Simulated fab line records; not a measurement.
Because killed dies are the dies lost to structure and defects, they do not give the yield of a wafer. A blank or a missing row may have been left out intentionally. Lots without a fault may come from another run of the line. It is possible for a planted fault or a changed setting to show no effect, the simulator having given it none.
Chamber matching -- flow sky130 -- SKY_LI_CONTACT_ETCH_15 on rie-diel-02 has 4 sister chambers
The step etches PSG in C4F8/O2/Ar, stops on Si, target depth 600 nm. 4 wafers are shown with their chamber, then 9 later ones without.

WAFERS WITH THEIR CHAMBER
wafer,chamber,rf-fwd-power-W (W)
L709.4,2,1489
L719.2,1,1494
L719.3,0,1491
L719.6,3,1490

WAFERS MISSING THEIR CHAMBER
wafer,rf-fwd-power-W (W)
L717.1,1494
L717.3,1487
L717.6,1496
L720.1,1493
L720.5,1483
L720.6,1482
L723.1,1490
L723.5,1491
L723.6,1491

WHICH CHAMBER EACH WENT THROUGH
wafer,from the rows above,in truth
L717.1,can't be placed: 1 or 0 or 3 or 2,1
L717.3,can't be placed: 2 or 3 or 0 or 1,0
L717.6,can't be placed: 1 or 0 or 3 or 2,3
L720.1,can't be placed: 1 or 0 or 3 or 2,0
L720.5,can't be placed: 2 or 3 or 0 or 1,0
L720.6,can't be placed: 2 or 3 or 0 or 1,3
L723.1,can't be placed: 3 or 0 or 2 or 1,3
L723.5,can't be placed: 0 or 3 or 2 or 1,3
L723.6,can't be placed: 0 or 3 or 2 or 1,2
Correct placement for 0 of the 9. These rows do not allow placing 9 (true chamber among the candidates in 9). Wrongly placed: 0.
How it was worked out, from the rows above alone: a wafer's distance from a chamber is the root of the sum, over the readings, of the square of ((its reading less the chamber's mean) divided by the reading's scatter). If the next closest chamber is less than 2 further off than the closest, the wafer can't be placed; otherwise it belongs to the closest. Each chamber's mean is taken over the wafers shown for it. The scatter (one wafer shown for each chamber): square how far every hidden wafer sits from the nearest shown wafer, average those squares and take the square root.
